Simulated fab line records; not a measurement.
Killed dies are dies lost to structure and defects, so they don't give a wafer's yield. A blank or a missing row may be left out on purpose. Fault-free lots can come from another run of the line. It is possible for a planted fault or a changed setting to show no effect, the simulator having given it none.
The same fault as seen by 2 desks    flow gf180mcu    numbers are kept per desk, each desk with only its own; the story behind them comes last

## FOR THE TOOL OWNER'S DESK: pvdSputter-01
At GF_MIM_SPUTTER_01 (material TiN, target thk 30 nm, time 25 s) the tool's own readings: per lot run on this tool, the mean of the sampled wafers that have a number. Marked OUT: a lot whose mean sits more than 4 standard deviations from the usual mean, which makes it out of limits; the brackets give that distance.
Columns: A = cathodeDcPowerW at GF_MIM_SPUTTER_01, usual 6500.1 W; B = chamberPressurePa at GF_MIM_SPUTTER_01, usual 0.4000 Pa; C = throttleValvePct at GF_MIM_SPUTTER_01, usual 30.2 %
lot   first seen here  A       B       C
L166  day 24 16:15     6500.3  0.4000  29.8
L185  day 30 18:01     6499.3  0.4004  29.9
Finding of this desk: none of the 2 lots has anything out of limits.

## METROLOGY DESK
What the gauges read, lot by lot, whatever tool the lot ran on: means of the sampled wafers that have a number. Marked OUT: a lot whose mean sits more than 4 standard deviations from the usual mean, which makes it out of limits; the brackets give that distance.
Columns: A = V4_W_RS at GF_V4_RS_MEAS_24, usual 0.329 ohm/sq; B = V4_W_THK at GF_V4_THK_MEAS_25, usual 349 nm
lot   first seen here  A      B
L166  day 24 15:43     0.334  344
L169  day 26 03:14     0.330  347
L179  day 28 21:41     0.328  350
L180  day 29 10:37     0.331  343
L185  day 30 17:26     0.330  345
L188  day 31 13:48     0.322  356
Finding of this desk: none of the 6 lots has anything out of limits.

## BROUGHT TOGETHER
The desk of the tool owner found nothing out of limits.
The metrology desk saw nothing out of limits.

## WHAT THE SIMULATOR PUT IN
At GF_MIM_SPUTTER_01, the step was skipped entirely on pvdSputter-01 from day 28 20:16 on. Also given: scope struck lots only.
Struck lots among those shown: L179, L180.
